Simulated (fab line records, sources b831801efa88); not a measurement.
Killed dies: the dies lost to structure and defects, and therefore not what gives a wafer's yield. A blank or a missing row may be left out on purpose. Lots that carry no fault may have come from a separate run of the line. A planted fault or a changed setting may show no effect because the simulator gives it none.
Split-lot trial + flow sky130 + 23 wafers read from 5 lots, route of 708 steps

== SPLIT DETAILS ==
At SKY_LDD_LDN_IMPLANT_10, the setting energyKev was moved away from the recipe's 15 on 8 of the 23 wafers read, by +3.8% to +4.3%. This setting was run at the recipe's value on the other wafers.

The reading is taken at the split's own step.

== THE READING ==
implant.drpNm (the simulator's own value, which no gauge read), in nm, at SKY_LDD_LDN_IMPLANT_10. No usual value for it is given in the file.

| wafer  | tool, chamber at the split | energyKev as run | against the recipe | implant.drpNm, nm | against lot-mates on the recipe |
|--------|----------------------------|------------------|--------------------|-------------------|---------------------------------|
| L074.1 | implanter-02, 0            | 15               | recipe             | 5.933             | -                               |
| L074.2 | implanter-02, 0            | 15               | recipe             | 5.933             | -                               |
| L074.3 | implanter-02, 0            | 15.6             | +4.0%              | 6.091             | +0.158                          |
| L074.5 | implanter-02, 0            | 15.6             | +4.0%              | 6.091             | +0.158                          |
| L074.6 | implanter-02, 0            | 15.6             | +4.0%              | 6.091             | +0.158                          |
| L075.1 | implanter-02, 0            | 15               | recipe             | 5.933             | -                               |
| L075.4 | implanter-02, 0            | 15               | recipe             | 5.933             | -                               |
| L075.6 | implanter-02, 0            | 15               | recipe             | 5.933             | -                               |
| L075.3 | implanter-02, 0            | 15.64            | +4.3%              | 6.102             | +0.169                          |
| L075.5 | implanter-02, 0            | 15.64            | +4.3%              | 6.102             | +0.169                          |
| L076.1 | implanter-04, 0            | 15               | recipe             | 5.933             | -                               |
| L076.2 | implanter-04, 0            | 15               | recipe             | 5.933             | -                               |
| L076.5 | implanter-04, 0            | 15               | recipe             | 5.933             | -                               |
| L083.1 | implanter-01, 0            | 15               | recipe             | 5.933             | -                               |
| L083.2 | implanter-01, 0            | 15               | recipe             | 5.933             | -                               |
| L083.3 | implanter-01, 0            | 15               | recipe             | 5.933             | -                               |
| L083.4 | implanter-01, 0            | 15               | recipe             | 5.933             | -                               |
| L083.5 | implanter-01, 0            | 15               | recipe             | 5.933             | -                               |
| L085.1 | implanter-01, 0            | 15               | recipe             | 5.933             | -                               |
| L085.2 | implanter-01, 0            | 15               | recipe             | 5.933             | -                               |
| L085.3 | implanter-01, 0            | 15.57            | +3.8%              | 6.083             | +0.150                          |
| L085.4 | implanter-01, 0            | 15.57            | +3.8%              | 6.083             | +0.150                          |
| L085.6 | implanter-01, 0            | 15.57            | +3.8%              | 6.083             | +0.150                          |

FIT RESULTS
A straight line over all 23 wafers: implant.drpNm changes by +0.0395 nm for each +1% of energyKev; r = +1.00; the points scatter about the line by 0.00014 nm.
The same after taking each lot's own level away (the mean of its wafers on the recipe; 23 wafers): +0.0395 nm for each +1%; r = +1.00; scatter 0.00014 nm.
That fit puts the effect of the largest move of energyKev on the reading at 0.17 nm.
The lots' own levels span 5.9330 to 5.9330 nm.
The two slopes are in agreement: the lot-to-lot level therefore moves the slope only a little.
Check: with one of the wafers moved furthest among these (+4.3%) left out of the fit, the line predicts +0.169 nm for it against its lot-mates. Against them it came out at +0.169 nm.

== ADDITIONAL SPLITS CARRIED BY THESE WAFERS ==
Note: prior to the reading, these wafers also went through further splits. Each is held against what the fit with the lots' levels taken away leaves over:
| other split on the same wafers      | wafers away from the commonest value | r with implant.drpNm (lot level and that fit taken away) |
|-------------------------------------|--------------------------------------|----------------------------------------------------------|
| SKY_POLY_GATE_ETCH_15 pressureMtorr | 15                                   | +0.55                                                    |
| SKY_POLY_GATE_OXIDATION_20 tempC    | 18                                   | +0.23                                                    |
| SKY_LDD_N_IMPLANT_10 energyKev      | 8                                    | -0.14                                                    |
| SKY_LDD_P_DEVELOP_06 developTimeS   | 7                                    | +0.47                                                    |
| SKY_LDD_P_IMPLANT_09 energyKev      | 9                                    | +0.31                                                    |
| SKY_LDD_HVN_IMPLANT_08 energyKev    | 10                                   | -0.13                                                    |
| SKY_LDD_HVP_IMPLANT_08 doseCm2      | 7                                    | +0.10                                                    |

== THE WHOLE CHAIN: every reading that the file lists as answering this split, in the file's order ==
| step                   | what it does | reading                                                        | change (the file's fit)                | r (the file's) |
|------------------------|--------------|----------------------------------------------------------------|----------------------------------------|----------------|
| SKY_LDD_LDN_IMPLANT_10 |              | implant.rpNm (the simulator's own value, which no gauge read)  | +0.0888 nm for each +1% of the setting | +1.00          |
| SKY_LDD_LDN_IMPLANT_10 |              | implant.drpNm (the simulator's own value, which no gauge read) | +0.0395 nm for each +1% of the setting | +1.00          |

== THE FILE'S OWN FIT ==
implant.drpNm changes by +0.0395 nm for each +1% of energyKev, r = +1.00.
